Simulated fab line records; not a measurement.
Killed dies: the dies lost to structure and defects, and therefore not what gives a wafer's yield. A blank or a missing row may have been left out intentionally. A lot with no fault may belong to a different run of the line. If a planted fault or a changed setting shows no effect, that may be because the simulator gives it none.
Which tool is to blame? :: flow gf180mcu :: 72 wafers from 24 lots sampled at 6 of the route's 602 steps

## WHAT THE GAUGES READ, wafer by wafer
GF_TOP_METAL_CD_MEAS_14: target cd 440 nm. Usual: cd-nm 439.8 nm, standard deviation 1.9.
lot: L074
measured: day 28 02:20
on: cd-sem-01
cd-nm (nm): 440.0 441.2 441.0
flag: 

lot: L075
measured: day 28 04:35
on: cd-sem-01
cd-nm (nm): 441.5 440.3 440.3
flag: 

lot: L076
measured: day 28 22:24
on: cd-sem-02
cd-nm (nm): 443.1 440.0 439.7
flag: 

lot: L077
measured: day 29 00:15
on: cd-sem-02
cd-nm (nm): 441.0 439.3 438.6
flag: 

lot: L078
measured: day 29 09:35
on: cd-sem-02
cd-nm (nm): 436.9 436.1 435.6
flag: 

lot: L079
measured: day 29 12:09
on: cd-sem-02
cd-nm (nm): 441.3 440.7 440.6
flag: 

lot: L080
measured: day 29 23:30
on: cd-sem-02
cd-nm (nm): 444.4 442.1 442.3
flag: 

lot: L081
measured: day 30 10:49
on: cd-sem-02
cd-nm (nm): 439.5 439.9 439.9
flag: 

lot: L082
measured: day 30 13:55
on: cd-sem-01
cd-nm (nm): 437.5 436.7 437.0
flag: 

lot: L083
measured: day 30 16:53
on: cd-sem-02
cd-nm (nm): 441.0 444.0 444.3
flag: 

lot: L084
measured: day 31 07:37
on: cd-sem-02
cd-nm (nm): 441.5 439.1 439.3
flag: 

lot: L085
measured: day 31 11:39
on: cd-sem-02
cd-nm (nm): 442.6 443.9 442.5
flag: 

lot: L086
measured: day 31 18:45
on: cd-sem-02
cd-nm (nm): 440.0 438.5 439.6
flag: 

lot: L087
measured: day 32 00:19
on: cd-sem-02
cd-nm (nm): 441.2 440.9 441.1
flag: 

lot: L088
measured: day 32 09:56
on: cd-sem-02
cd-nm (nm): 442.0 442.4 441.3
flag: 

lot: L089
measured: day 32 16:44
on: cd-sem-01
cd-nm (nm): 437.9 438.7 438.3
flag: 

lot: L090
measured: day 32 20:46
on: cd-sem-02
cd-nm (nm): 440.0 437.8 439.5
flag: 

lot: L091
measured: day 33 00:32
on: cd-sem-01
cd-nm (nm): 439.3 439.6 440.1
flag: 

lot: L092
measured: day 33 09:25
on: cd-sem-01
cd-nm (nm): 438.7 437.1 436.4
flag: 

lot: L093
measured: day 33 11:36
on: cd-sem-01
cd-nm (nm): 440.7 439.7 440.9
flag: 

lot: L094
measured: day 33 17:49
on: cd-sem-01
cd-nm (nm): 439.7 440.1 438.8
flag: 

lot: L095
measured: day 33 20:25
on: cd-sem-02
cd-nm (nm): 439.4 439.8 438.3
flag: 

lot: L096
measured: day 34 02:58
on: cd-sem-02
cd-nm (nm): 438.0 437.3 437.8
flag: 

lot: L097
measured: day 34 09:41
on: cd-sem-01
cd-nm (nm): 439.2 437.4 440.4
flag: 

## WHAT TOOL EACH LOT RAN ON (gives the tool, then ch and the chambers of the sampled wafers, and finally the start)
lot: L074
GF_V4_CMP_26: cmp-02 ch 2,3, day 24 09:59
GF_MIM_SPUTTER_01: pvd-sputter-02, day 24 10:23
GF_M5_ETCH_09: rie-diel-04 ch 0,1,2, day 26 06:17
GF_V5_CMP_04: cmp-01 ch 0,1,2, day 26 07:17
GF_V5_SPUTTER_21: pvd-sputter-02, day 27 05:08

lot: L075
GF_V4_CMP_26: cmp-01 ch 1,3, day 24 12:14
GF_MIM_SPUTTER_01: pvd-sputter-02, day 24 12:38
GF_M5_ETCH_09: rie-diel-01 ch 1,2,3, day 26 08:16
GF_V5_CMP_04: cmp-02 ch 0,2,3, day 26 09:21
GF_V5_SPUTTER_21: pvd-sputter-02, day 27 07:31

lot: L076
GF_V4_CMP_26: cmp-01 ch 0,2,3, day 25 08:05
GF_MIM_SPUTTER_01: pvd-sputter-03, day 25 08:29
GF_M5_ETCH_09: rie-diel-01 ch 1,2,3, day 27 03:14
GF_V5_CMP_04: cmp-01 ch 0,2,3, day 27 04:31
GF_V5_SPUTTER_21: pvd-sputter-04, day 28 01:08

lot: L077
GF_V4_CMP_26: cmp-01 ch 0,1,3, day 25 10:58
GF_MIM_SPUTTER_01: pvd-sputter-02, day 25 11:19
GF_M5_ETCH_09: rie-diel-04 ch 0,2,3, day 27 05:56
GF_V5_CMP_04: cmp-01 ch 0,1,3, day 27 06:56
GF_V5_SPUTTER_21: pvd-sputter-02, day 28 04:23

lot: L078
GF_V4_CMP_26: cmp-01 ch 1,2,3, day 25 23:12
GF_MIM_SPUTTER_01: pvd-sputter-03, day 25 23:33
GF_M5_ETCH_09: rie-diel-03 ch 0,1,3, day 27 16:05
GF_V5_CMP_04: cmp-02 ch 0,2,3, day 27 17:07
GF_V5_SPUTTER_21: pvd-sputter-04, day 28 13:56

lot: L079
GF_V4_CMP_26: cmp-01 ch 1,3, day 26 01:08
GF_MIM_SPUTTER_01: pvd-sputter-01, day 26 01:32
GF_M5_ETCH_09: rie-diel-01 ch 1,3, day 27 18:42
GF_V5_CMP_04: cmp-01 ch 1,2, day 27 19:41
GF_V5_SPUTTER_21: pvd-sputter-04, day 28 16:37

lot: L080
GF_V4_CMP_26: cmp-01 ch 0,1,3, day 26 12:35
GF_MIM_SPUTTER_01: pvd-sputter-03, day 26 12:59
GF_M5_ETCH_09: rie-diel-03 ch 0,1,3, day 28 06:04
GF_V5_CMP_04: cmp-01 ch 1,2,3, day 28 07:02
GF_V5_SPUTTER_21: pvd-sputter-04, day 29 03:49

lot: L081
GF_V4_CMP_26: cmp-01 ch 0,3, day 27 01:05
GF_MIM_SPUTTER_01: pvd-sputter-01, day 27 01:29
GF_M5_ETCH_09: rie-diel-01 ch 1,2, day 28 18:42
GF_V5_CMP_04: cmp-02 ch 0,3, day 28 19:43
GF_V5_SPUTTER_21: pvd-sputter-04, day 29 15:23

lot: L082
GF_V4_CMP_26: cmp-01 ch 0,1,2, day 27 04:16
GF_MIM_SPUTTER_01: pvd-sputter-01, day 27 04:34
GF_M5_ETCH_09: rie-diel-01 ch 0,1,2, day 28 20:56
GF_V5_CMP_04: cmp-01 ch 1,2, day 28 21:56
GF_V5_SPUTTER_21: pvd-sputter-01, day 29 18:23

lot: L083
GF_V4_CMP_26: cmp-02 ch 0,3, day 27 08:28
GF_MIM_SPUTTER_01: pvd-sputter-01, day 27 08:52
GF_M5_ETCH_09: rie-diel-01 ch 0,3, day 29 00:19
GF_V5_CMP_04: cmp-02 ch 0,1, day 29 01:19
GF_V5_SPUTTER_21: pvd-sputter-04, day 29 21:42

lot: L084
GF_V4_CMP_26: cmp-01 ch 0,1,2, day 28 00:16
GF_MIM_SPUTTER_01: pvd-sputter-02, day 28 00:31
GF_M5_ETCH_09: rie-diel-01 ch 2,3, day 29 16:16
GF_V5_CMP_04: cmp-01 ch 0,1,3, day 29 17:45
GF_V5_SPUTTER_21: pvd-sputter-04, day 30 13:41

lot: L085
GF_V4_CMP_26: cmp-01 ch 0,2, day 28 04:38
GF_MIM_SPUTTER_01: pvd-sputter-02, day 28 05:02
GF_M5_ETCH_09: rie-diel-03 ch 0,1,2, day 29 20:08
GF_V5_CMP_04: cmp-02 ch 1,3, day 29 21:10
GF_V5_SPUTTER_21: pvd-sputter-01, day 30 17:14

lot: L086
GF_V4_CMP_26: cmp-02 ch 1,2,3, day 28 15:01
GF_MIM_SPUTTER_01: pvd-sputter-01, day 28 15:22
GF_M5_ETCH_09: rie-diel-03 ch 0,2,3, day 30 04:58
GF_V5_CMP_04: cmp-01 ch 1,2,3, day 30 05:58
GF_V5_SPUTTER_21: pvd-sputter-04, day 31 00:34

lot: L087
GF_V4_CMP_26: cmp-02 ch 0,1,2, day 28 20:19
GF_MIM_SPUTTER_01: pvd-sputter-03, day 28 20:34
GF_M5_ETCH_09: rie-diel-03 ch 2,3, day 30 10:50
GF_V5_CMP_04: cmp-02 ch 0,1,3, day 30 11:57
GF_V5_SPUTTER_21: pvd-sputter-04, day 31 06:48

lot: L088
GF_V4_CMP_26: cmp-01 ch 0,1,3, day 29 06:13
GF_MIM_SPUTTER_01: pvd-sputter-03, day 29 06:31
GF_M5_ETCH_09: rie-diel-04 ch 0,1,3, day 30 20:03
GF_V5_CMP_04: cmp-02 ch 0,1,3, day 30 21:04
GF_V5_SPUTTER_21: pvd-sputter-04, day 31 15:31

lot: L089
GF_V4_CMP_26: cmp-02 ch 0,2,3, day 29 14:07
GF_MIM_SPUTTER_01: pvd-sputter-01, day 29 14:22
GF_M5_ETCH_09: rie-diel-01 ch 0,1, day 31 03:13
GF_V5_CMP_04: cmp-01 ch 0,1,3, day 31 04:26
GF_V5_SPUTTER_21: pvd-sputter-01, day 31 23:08

lot: L090
GF_V4_CMP_26: cmp-01 ch 2,3, day 29 20:01
GF_MIM_SPUTTER_01: pvd-sputter-02, day 29 20:22
GF_M5_ETCH_09: rie-diel-01 ch 2,3, day 31 08:47
GF_V5_CMP_04: cmp-01 ch 0,1, day 31 09:47
GF_V5_SPUTTER_21: pvd-sputter-01, day 32 03:48

lot: L091
GF_V4_CMP_26: cmp-01 ch 0,1,3, day 29 23:05
GF_MIM_SPUTTER_01: pvd-sputter-01, day 29 23:26
GF_M5_ETCH_09: rie-diel-04 ch 0,1,2, day 31 11:55
GF_V5_CMP_04: cmp-02 ch 1,3, day 31 12:52
GF_V5_SPUTTER_21: pvd-sputter-04, day 32 07:25

lot: L092
GF_V4_CMP_26: cmp-02 ch 2,3, day 30 09:37
GF_MIM_SPUTTER_01: pvd-sputter-03, day 30 10:01
GF_M5_ETCH_09: rie-diel-03 ch 0,2,3, day 31 21:57
GF_V5_CMP_04: cmp-02 ch 1,3, day 31 23:05
GF_V5_SPUTTER_21: pvd-sputter-04, day 32 16:51

lot: L093
GF_V4_CMP_26: cmp-01 ch 0,1,2, day 30 13:15
GF_MIM_SPUTTER_01: pvd-sputter-01, day 30 13:39
GF_M5_ETCH_09: rie-diel-01 ch 0,1,3, day 32 00:47
GF_V5_CMP_04: cmp-01 ch 0,1,2, day 32 01:46
GF_V5_SPUTTER_21: pvd-sputter-02, day 32 19:12

lot: L094
GF_V4_CMP_26: cmp-01 ch 0,1,2, day 30 17:58
GF_MIM_SPUTTER_01: pvd-sputter-01, day 30 18:19
GF_M5_ETCH_09: rie-diel-01 ch 0,1,2, day 32 06:23
GF_V5_CMP_04: cmp-01 ch 1,2,3, day 32 07:20
GF_V5_SPUTTER_21: pvd-sputter-04, day 33 01:02

lot: L095
GF_V4_CMP_26: cmp-02 ch 0,1,2, day 30 22:16
GF_MIM_SPUTTER_01: pvd-sputter-02, day 30 22:34
GF_M5_ETCH_09: rie-diel-03 ch 0,2,3, day 32 09:43
GF_V5_CMP_04: cmp-01 ch 1,2,3, day 32 10:44
GF_V5_SPUTTER_21: pvd-sputter-04, day 33 03:49

lot: L096
GF_V4_CMP_26: cmp-02 ch 0,1,3, day 31 05:43
GF_MIM_SPUTTER_01: pvd-sputter-02, day 31 06:07
GF_M5_ETCH_09: rie-diel-04 ch 1,2,3, day 32 16:36
GF_V5_CMP_04: cmp-02 ch 0,1,3, day 32 17:37
GF_V5_SPUTTER_21: pvd-sputter-01, day 33 10:55

lot: L097
GF_V4_CMP_26: cmp-01 ch 1,2,3, day 31 13:22
GF_MIM_SPUTTER_01: pvd-sputter-02, day 31 13:37
GF_M5_ETCH_09: rie-diel-04 ch 0,1, day 32 23:45
GF_V5_CMP_04: cmp-01 ch 0,1, day 33 00:46
GF_V5_SPUTTER_21: pvd-sputter-02, day 33 17:28
- GF_V4_CMP_26: polishes, stops on SiO2, t overpolish 15 s, target thk 0 nm.
- GF_MIM_SPUTTER_01: material TiN, target thk 30 nm, time 25 s.
- GF_M5_ETCH_09: etches Si3N4 in CF4/O2, target depth 52 nm, time 11.6 s.
- GF_V5_CMP_04: polishes SiO2.
- GF_V5_SPUTTER_21: material Ti, target thk 15 nm, time 80.02 s.

## WHAT THE TOOLS THEMSELVES READ (means of the sampled wafers that have a number; where no wafer has one, the mark that the record gives instead)
GF_V4_CMP_26. Usual: edge-zone-pressure-frac 0.999, standard deviation 0.0047; head-pressure-psi 3.500 psi, standard deviation 0.0072; motor-current-A 11.1 A, standard deviation 1.5; overpolish-run-s 14.999 s, standard deviation 0.008; time-to-endpoint-s 85 s, standard deviation 3.7.
lot: L074
tool: cmp-02
edge-zone-pressure-frac: 0.998
head-pressure-psi (psi): 3.506
motor-current-A (A): 10.6
overpolish-run-s (s): 14.993
time-to-endpoint-s (s): 89
flag: 

lot: L075
tool: cmp-01
edge-zone-pressure-frac: 1.002
head-pressure-psi (psi): 3.503
motor-current-A (A): 11.8
overpolish-run-s (s): 15.003
time-to-endpoint-s (s): 78
flag: 

lot: L076
tool: cmp-01
edge-zone-pressure-frac: 1.002
head-pressure-psi (psi): 3.498
motor-current-A (A): 11.1
overpolish-run-s (s): 15.010
time-to-endpoint-s (s): 84
flag: 

lot: L077
tool: cmp-01
edge-zone-pressure-frac: 1.003
head-pressure-psi (psi): 3.498
motor-current-A (A): 11.8
overpolish-run-s (s): 15.004
time-to-endpoint-s (s): 82
flag: 

lot: L078
tool: cmp-01
edge-zone-pressure-frac: 0.996
head-pressure-psi (psi): 3.499
motor-current-A (A): 11.2
overpolish-run-s (s): 14.993
time-to-endpoint-s (s): 79
flag: 

lot: L079
tool: cmp-01
edge-zone-pressure-frac: 1.001
head-pressure-psi (psi): 3.498
motor-current-A (A): 10.5
overpolish-run-s (s): 15.003
time-to-endpoint-s (s): 81
flag: 

lot: L080
tool: cmp-01
edge-zone-pressure-frac: 1.002
head-pressure-psi (psi): 3.503
motor-current-A (A): 11.2
overpolish-run-s (s): 14.997
time-to-endpoint-s (s): 84
flag: 

lot: L081
tool: cmp-01
edge-zone-pressure-frac: 1.000
head-pressure-psi (psi): 3.500
motor-current-A (A): 11.2
overpolish-run-s (s): 14.996
time-to-endpoint-s (s): 86
flag: 

lot: L082
tool: cmp-01
edge-zone-pressure-frac: 1.001
head-pressure-psi (psi): 3.496
motor-current-A (A): 11.8
overpolish-run-s (s): 15.004
time-to-endpoint-s (s): 83
flag: 

lot: L083
tool: cmp-02
edge-zone-pressure-frac: 1.000
head-pressure-psi (psi): 3.504
motor-current-A (A): 11.0
overpolish-run-s (s): 14.995
time-to-endpoint-s (s): 89
flag: 

lot: L084
tool: cmp-01
edge-zone-pressure-frac: 0.996
head-pressure-psi (psi): 3.491
motor-current-A (A): 11.6
overpolish-run-s (s): 15.003
time-to-endpoint-s (s): 84
flag: 

lot: L085
tool: cmp-01
edge-zone-pressure-frac: 0.998
head-pressure-psi (psi): 3.509
motor-current-A (A): 11.7
overpolish-run-s (s): 14.998
time-to-endpoint-s (s): 88
flag: 

lot: L086
tool: cmp-02
edge-zone-pressure-frac: 1.003
head-pressure-psi (psi): 3.496
motor-current-A (A): 9.7
overpolish-run-s (s): 15.004
time-to-endpoint-s (s): 88
flag: 

lot: L087
tool: cmp-02
edge-zone-pressure-frac: 0.997
head-pressure-psi (psi): 3.491
motor-current-A (A): 10.8
overpolish-run-s (s): 15.001
time-to-endpoint-s (s): 87
flag: 

lot: L088
tool: cmp-01
edge-zone-pressure-frac: 1.002
head-pressure-psi (psi): 3.493
motor-current-A (A): 11.1
overpolish-run-s (s): 15.003
time-to-endpoint-s (s): 85
flag: 

lot: L089
tool: cmp-02
edge-zone-pressure-frac: 0.995
head-pressure-psi (psi): 3.498
motor-current-A (A): 11.3
overpolish-run-s (s): 14.996
time-to-endpoint-s (s): 85
flag: 

lot: L090
tool: cmp-01
edge-zone-pressure-frac: 0.998
head-pressure-psi (psi): 3.497
motor-current-A (A): 10.2
overpolish-run-s (s): 14.993
time-to-endpoint-s (s): 86
flag: 

lot: L091
tool: cmp-01
edge-zone-pressure-frac: 0.999
head-pressure-psi (psi): 3.497
motor-current-A (A): 11.1
overpolish-run-s (s): 15.002
time-to-endpoint-s (s): 84
flag: 

lot: L092
tool: cmp-02
edge-zone-pressure-frac: 0.999
head-pressure-psi (psi): 3.497
motor-current-A (A): 10.1
overpolish-run-s (s): 14.998
time-to-endpoint-s (s): 86
flag: 

lot: L093
tool: cmp-01
edge-zone-pressure-frac: 0.996
head-pressure-psi (psi): 3.502
motor-current-A (A): 12.0
overpolish-run-s (s): 14.995
time-to-endpoint-s (s): 86
flag: 

lot: L094
tool: cmp-01
edge-zone-pressure-frac: 1.000
head-pressure-psi (psi): 3.502
motor-current-A (A): 11.9
overpolish-run-s (s): 14.997
time-to-endpoint-s (s): 88
flag: 

lot: L095
tool: cmp-02
edge-zone-pressure-frac: 0.999
head-pressure-psi (psi): 3.504
motor-current-A (A): 10.9
overpolish-run-s (s): 15.000
time-to-endpoint-s (s): 87
flag: 

lot: L096
tool: cmp-02
edge-zone-pressure-frac: 0.997
head-pressure-psi (psi): 3.498
motor-current-A (A): 10.3
overpolish-run-s (s): 14.994
time-to-endpoint-s (s): 86
flag: 

lot: L097
tool: cmp-01
edge-zone-pressure-frac: 0.998
head-pressure-psi (psi): 3.506
motor-current-A (A): 11.4
overpolish-run-s (s): 14.999
time-to-endpoint-s (s): 87
flag: 

GF_MIM_SPUTTER_01. Usual: throttle-valve-pct 30.3 %, standard deviation 0.71.
lot: L074
tool: pvd-sputter-02
throttle-valve-pct (%): 30.3
flag: 

lot: L075
tool: pvd-sputter-02
throttle-valve-pct (%): 30.6
flag: 

lot: L076
tool: pvd-sputter-03
throttle-valve-pct (%): 29.8
flag: 

lot: L077
tool: pvd-sputter-02
throttle-valve-pct (%): 30.6
flag: 

lot: L078
tool: pvd-sputter-03
throttle-valve-pct (%): 30.4
flag: 

lot: L079
tool: pvd-sputter-01
throttle-valve-pct (%): 29.7
flag: 

lot: L080
tool: pvd-sputter-03
throttle-valve-pct (%): 30.6
flag: 

lot: L081
tool: pvd-sputter-01
throttle-valve-pct (%): 30.3
flag: 

lot: L082
tool: pvd-sputter-01
throttle-valve-pct (%): 29.9
flag: 

lot: L083
tool: pvd-sputter-01
throttle-valve-pct (%): 30.6
flag: 

lot: L084
tool: pvd-sputter-02
throttle-valve-pct (%): 30.1
flag: 

lot: L085
tool: pvd-sputter-02
throttle-valve-pct (%): 30.2
flag: 

lot: L086
tool: pvd-sputter-01
throttle-valve-pct (%): 30.7
flag: 

lot: L087
tool: pvd-sputter-03
throttle-valve-pct (%): 29.8
flag: 

lot: L088
tool: pvd-sputter-03
throttle-valve-pct (%): 29.4
flag: 

lot: L089
tool: pvd-sputter-01
throttle-valve-pct (%): 30.6
flag: 

lot: L090
tool: pvd-sputter-02
throttle-valve-pct (%): 30.0
flag: 

lot: L091
tool: pvd-sputter-01
throttle-valve-pct (%): 30.4
flag: 

lot: L092
tool: pvd-sputter-03
throttle-valve-pct (%): 30.1
flag: 

lot: L093
tool: pvd-sputter-01
throttle-valve-pct (%): 30.1
flag: 

lot: L094
tool: pvd-sputter-01
throttle-valve-pct (%): 30.6
flag: 

lot: L095
tool: pvd-sputter-02
throttle-valve-pct (%): 30.6
flag: 

lot: L096
tool: pvd-sputter-02
throttle-valve-pct (%): 30.5
flag: 

lot: L097
tool: pvd-sputter-02
throttle-valve-pct (%): 29.8
flag: 

GF_M5_ETCH_09. Usual: drypump-motor-current-A 5.9 A, standard deviation 0.43; oes-product-au 0.998 a.u., standard deviation 0.01; throttle-valve-pct 5.970 %, standard deviation 0.0095.
lot: L074
tool: rie-diel-04
drypump-motor-current-A (A): 5.8
oes-product-au (a.u.): 1.000
throttle-valve-pct (%): 5.963
flag: 

lot: L075
tool: rie-diel-01
drypump-motor-current-A (A): 6.3
oes-product-au (a.u.): 0.998
throttle-valve-pct (%): 5.981
flag: 

lot: L076
tool: rie-diel-01
drypump-motor-current-A (A): 6.3
oes-product-au (a.u.): 0.986
throttle-valve-pct (%): 5.968
flag: 

lot: L077
tool: rie-diel-04
drypump-motor-current-A (A): 5.8
oes-product-au (a.u.): 1.004
throttle-valve-pct (%): 5.975
flag: 

lot: L078
tool: rie-diel-03
drypump-motor-current-A (A): 5.9
oes-product-au (a.u.): 0.985
throttle-valve-pct (%): 5.963
flag: 

lot: L079
tool: rie-diel-01
drypump-motor-current-A (A): 6.5
oes-product-au (a.u.): 0.998
throttle-valve-pct (%): 5.966
flag: 

lot: L080
tool: rie-diel-03
drypump-motor-current-A (A): 5.9
oes-product-au (a.u.): 0.986
throttle-valve-pct (%): 5.972
flag: 

lot: L081
tool: rie-diel-01
drypump-motor-current-A (A): 6.0
oes-product-au (a.u.): 1.003
throttle-valve-pct (%): 5.966
flag: 

lot: L082
tool: rie-diel-01
drypump-motor-current-A (A): 6.0
oes-product-au (a.u.): 0.997
throttle-valve-pct (%): 5.972
flag: 

lot: L083
tool: rie-diel-01
drypump-motor-current-A (A): 5.9
oes-product-au (a.u.): 1.008
throttle-valve-pct (%): 5.983
flag: 

lot: L084
tool: rie-diel-01
drypump-motor-current-A (A): 6.2
oes-product-au (a.u.): 1.004
throttle-valve-pct (%): 5.964
flag: 

lot: L085
tool: rie-diel-03
drypump-motor-current-A (A): 5.8
oes-product-au (a.u.): 0.993
throttle-valve-pct (%): 5.968
flag: 

lot: L086
tool: rie-diel-03
drypump-motor-current-A (A): 5.7
oes-product-au (a.u.): 0.990
throttle-valve-pct (%): 5.964
flag: 

lot: L087
tool: rie-diel-03
drypump-motor-current-A (A): 5.9
oes-product-au (a.u.): 1.000
throttle-valve-pct (%): 5.969
flag: 

lot: L088
tool: rie-diel-04
drypump-motor-current-A (A): 5.5
oes-product-au (a.u.): 1.007
throttle-valve-pct (%): 5.981
flag: 

lot: L089
tool: rie-diel-01
drypump-motor-current-A (A): 6.2
oes-product-au (a.u.): 0.995
throttle-valve-pct (%): 5.970
flag: 

lot: L090
tool: rie-diel-01
drypump-motor-current-A (A): 6.0
oes-product-au (a.u.): 1.001
throttle-valve-pct (%): 5.976
flag: 

lot: L091
tool: rie-diel-04
drypump-motor-current-A (A): 5.9
oes-product-au (a.u.): 1.000
throttle-valve-pct (%): 5.970
flag: 

lot: L092
tool: rie-diel-03
drypump-motor-current-A (A): 5.7
oes-product-au (a.u.): 0.997
throttle-valve-pct (%): 5.980
flag: 

lot: L093
tool: rie-diel-01
drypump-motor-current-A (A): 6.2
oes-product-au (a.u.): 1.002
throttle-valve-pct (%): 5.969
flag: 

lot: L094
tool: rie-diel-01
drypump-motor-current-A (A): 6.0
oes-product-au (a.u.): 1.000
throttle-valve-pct (%): 5.968
flag: 

lot: L095
tool: rie-diel-03
drypump-motor-current-A (A): 5.7
oes-product-au (a.u.): 0.991
throttle-valve-pct (%): 5.961
flag: 

lot: L096
tool: rie-diel-04
drypump-motor-current-A (A): 5.5
oes-product-au (a.u.): 1.013
throttle-valve-pct (%): 5.970
flag: 

lot: L097
tool: rie-diel-04
drypump-motor-current-A (A): 5.9
oes-product-au (a.u.): 1.005
throttle-valve-pct (%): 5.972
flag: 

GF_V5_CMP_04. Usual: edge-zone-pressure-frac 1.001, standard deviation 0.0047; head-pressure-psi 4.001 psi, standard deviation 0.0091; motor-current-A 12.2 A, standard deviation 1.7.
lot: L074
tool: cmp-01
edge-zone-pressure-frac: 1.001
head-pressure-psi (psi): 3.999
motor-current-A (A): 13.1
flag: 

lot: L075
tool: cmp-02
edge-zone-pressure-frac: 0.996
head-pressure-psi (psi): 3.997
motor-current-A (A): 12.4
flag: 

lot: L076
tool: cmp-01
edge-zone-pressure-frac: 0.998
head-pressure-psi (psi): 3.998
motor-current-A (A): 11.6
flag: 

lot: L077
tool: cmp-01
edge-zone-pressure-frac: 1.002
head-pressure-psi (psi): 3.998
motor-current-A (A): 12.8
flag: 

lot: L078
tool: cmp-02
edge-zone-pressure-frac: 1.004
head-pressure-psi (psi): 4.006
motor-current-A (A): 12.5
flag: 

lot: L079
tool: cmp-01
edge-zone-pressure-frac: 0.995
head-pressure-psi (psi): 4.016
motor-current-A (A): 12.5
flag: 

lot: L080
tool: cmp-01
edge-zone-pressure-frac: 1.003
head-pressure-psi (psi): 3.993
motor-current-A (A): 12.2
flag: 

lot: L081
tool: cmp-02
edge-zone-pressure-frac: 1.002
head-pressure-psi (psi): 3.999
motor-current-A (A): 11.6
flag: 

lot: L082
tool: cmp-01
edge-zone-pressure-frac: 0.998
head-pressure-psi (psi): 3.996
motor-current-A (A): 13.2
flag: 

lot: L083
tool: cmp-02
edge-zone-pressure-frac: 0.997
head-pressure-psi (psi): 4.004
motor-current-A (A): 10.9
flag: 

lot: L084
tool: cmp-01
edge-zone-pressure-frac: 1.000
head-pressure-psi (psi): 4.001
motor-current-A (A): 12.2
flag: 

lot: L085
tool: cmp-02
edge-zone-pressure-frac: 1.005
head-pressure-psi (psi): 4.011
motor-current-A (A): 10.1
flag: 

lot: L086
tool: cmp-01
edge-zone-pressure-frac: 1.004
head-pressure-psi (psi): 3.992
motor-current-A (A): 12.2
flag: 

lot: L087
tool: cmp-02
edge-zone-pressure-frac: 1.004
head-pressure-psi (psi): 4.012
motor-current-A (A): 11.3
flag: 

lot: L088
tool: cmp-02
edge-zone-pressure-frac: 1.004
head-pressure-psi (psi): 4.001
motor-current-A (A): 11.8
flag: 

lot: L089
tool: cmp-01
edge-zone-pressure-frac: 0.999
head-pressure-psi (psi): 4.005
motor-current-A (A): 12.3
flag: 

lot: L090
tool: cmp-01
edge-zone-pressure-frac: 0.999
head-pressure-psi (psi): 4.002
motor-current-A (A): 13.5
flag: 

lot: L091
tool: cmp-02
edge-zone-pressure-frac: 1.002
head-pressure-psi (psi): 4.005
motor-current-A (A): 9.9
flag: 

lot: L092
tool: cmp-02
edge-zone-pressure-frac: 1.000
head-pressure-psi (psi): 3.999
motor-current-A (A): 10.4
flag: 

lot: L093
tool: cmp-01
edge-zone-pressure-frac: 1.000
head-pressure-psi (psi): 4.011
motor-current-A (A): 13.0
flag: 

lot: L094
tool: cmp-01
edge-zone-pressure-frac: 1.004
head-pressure-psi (psi): 4.003
motor-current-A (A): 12.2
flag: 

lot: L095
tool: cmp-01
edge-zone-pressure-frac: 1.004
head-pressure-psi (psi): 4.001
motor-current-A (A): 12.4
flag: 

lot: L096
tool: cmp-02
edge-zone-pressure-frac: 1.000
head-pressure-psi (psi): 3.993
motor-current-A (A): 11.6
flag: 

lot: L097
tool: cmp-01
edge-zone-pressure-frac: 1.004
head-pressure-psi (psi): 3.999
motor-current-A (A): 13.2
flag: 

GF_V5_SPUTTER_21. Usual: throttle-valve-pct 30.4 %, standard deviation 0.47.
lot: L074
tool: pvd-sputter-02
throttle-valve-pct (%): 30.4
flag: 

lot: L075
tool: pvd-sputter-02
throttle-valve-pct (%): 30.3
flag: 

lot: L076
tool: pvd-sputter-04
throttle-valve-pct (%): 30.1
flag: 

lot: L077
tool: pvd-sputter-02
throttle-valve-pct (%): 30.3
flag: 

lot: L078
tool: pvd-sputter-04
throttle-valve-pct (%): 30.7
flag: 

lot: L079
tool: pvd-sputter-04
throttle-valve-pct (%): 30.6
flag: 

lot: L080
tool: pvd-sputter-04
throttle-valve-pct (%): 30.3
flag: 

lot: L081
tool: pvd-sputter-04
throttle-valve-pct (%): 30.1
flag: 

lot: L082
tool: pvd-sputter-01
throttle-valve-pct (%): 30.4
flag: 

lot: L083
tool: pvd-sputter-04
throttle-valve-pct (%): 30.6
flag: 

lot: L084
tool: pvd-sputter-04
throttle-valve-pct (%): 30.0
flag: 

lot: L085
tool: pvd-sputter-01
throttle-valve-pct (%): 30.2
flag: 

lot: L086
tool: pvd-sputter-04
throttle-valve-pct (%): 30.3
flag: 

lot: L087
tool: pvd-sputter-04
throttle-valve-pct (%): 30.6
flag: 

lot: L088
tool: pvd-sputter-04
throttle-valve-pct (%): 30.1
flag: 

lot: L089
tool: pvd-sputter-01
throttle-valve-pct (%): 29.9
flag: 

lot: L090
tool: pvd-sputter-01
throttle-valve-pct (%): 29.9
flag: 

lot: L091
tool: pvd-sputter-04
throttle-valve-pct (%): 30.2
flag: 

lot: L092
tool: pvd-sputter-04
throttle-valve-pct (%): 30.6
flag: 

lot: L093
tool: pvd-sputter-02
throttle-valve-pct (%): 30.4
flag: 

lot: L094
tool: pvd-sputter-04
throttle-valve-pct (%): 30.4
flag: 

lot: L095
tool: pvd-sputter-04
throttle-valve-pct (%): 30.2
flag: 

lot: L096
tool: pvd-sputter-01
throttle-valve-pct (%): 30.4
flag: 

lot: L097
tool: pvd-sputter-02
throttle-valve-pct (%): 30.6
flag: 

## THE ANSWER, worked out from the rows above alone
Rule: a lot counts as off when the mean over its wafers that have a number is more than 3 standard deviations away from the usual mean. Also off: a lot with no number at a reading for which 4 or more lots have one. Any other lot the step has rows for is counted as sound. After the gauges, taken in route order, come the tools' own readings; for these a lot's mean is taken, as printed above. At the first step where some lot is off, the reading lying furthest off is the one used; lots without a number count as furthest.
None of the lots is off at any reading shown; this tells nothing.

## WHAT THE SIMULATOR PUT IN
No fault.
